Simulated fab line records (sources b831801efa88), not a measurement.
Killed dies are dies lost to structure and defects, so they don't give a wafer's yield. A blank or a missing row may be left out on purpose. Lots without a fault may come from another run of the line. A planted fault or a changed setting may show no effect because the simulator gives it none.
2 desks, one fault    flow sky130    only its own numbers are on each desk; what lay behind them is given at the end

## TOOL OWNER'S DESK, cvdW-02
The tool's own readings at SKY_LI_CONTACT_CVD_21 (deposits W, target thk 400 nm, time 120.56 s): means of the sampled wafers that have a number, for each lot that ran on this tool. The brackets show how far a lot's mean lies from the usual mean; more than 4 standard deviations puts the lot out of limits, marked OUT.
Columns: A = heaterPowerW at SKY_LI_CONTACT_CVD_21, usual 880 W; B = susceptorTempC at SKY_LI_CONTACT_CVD_21, usual 399.98 C
lot   first seen here  A    B
L211  day 32 00:22     877  398.38 (-6.1) OUT
L214  day 33 05:30     866  397.96 (-7.8) OUT
L220  day 35 11:31     838  400.03
L219  day 35 15:04     877  399.98
L222  day 35 18:27     844  399.88
This desk's verdict: out of limits on L211, L214, starting with L211 at day 32 00:22 (susceptorTempC at SKY_LI_CONTACT_CVD_21). L220, L219, L222: within limits.

## THE METROLOGY DESK
Means of the sampled wafers that have a number, per lot and without regard to the tool the lot ran on: this is what the gauges read. The brackets show how far a lot's mean lies from the usual mean; more than 4 standard deviations puts the lot out of limits, marked OUT.
Columns: A = SD_N_OVL at SKY_SD_N_OVL_MEAS_08, usual 0.2 nm; B = LI_CONTACT_W_RS at SKY_LI_CONTACT_RS_MEAS_22, usual 0.285 ohm/sq; C = LI_CONTACT_W_THK at SKY_LI_CONTACT_THK_MEAS_23, usual 395 nm
lot   first seen here  A     B      C
L202  day 27 17:13     1.3   0.286  397
L211  day 30 18:25     0.3   0.290  378
L213  day 31 18:43     -2.6  0.285  395
L214  day 31 23:34     -1.2  0.295  384
L215  day 32 16:25     2.4   0.283  401
L220  day 34 06:31     -0.6  0.285  399
L219  day 34 10:23     -0.6  0.282  391
L221  day 34 11:17     1.1   0.287  383
L222  day 34 13:19     0.8   0.285  399
L223  day 35 00:08     0.9   0.287  389
L225  day 35 07:44     0.2   0.282  401
This desk's finding: nothing out of limits on any of the 11 lots.

## BROUGHT TOGETHER
The tool owner's desk could have raised an alarm at day 32 00:22, on L211, L214.
At the metrology desk, nothing out of limits was observed.
The metrology desk holds a record of L211, L214, inside its limits.
All the named lots went through SKY_LI_CONTACT_CVD_21 on cvdW-02.

## WHAT HAD BEEN PUT IN BY THE SIMULATOR
cvdW-02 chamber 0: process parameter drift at SKY_LI_CONTACT_CVD_21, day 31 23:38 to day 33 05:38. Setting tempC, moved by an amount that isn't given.
Lots struck among those shown: L211, L214.
Hours from the fault's start to each desk's first reading out of limits: the tool owner's desk, 1.
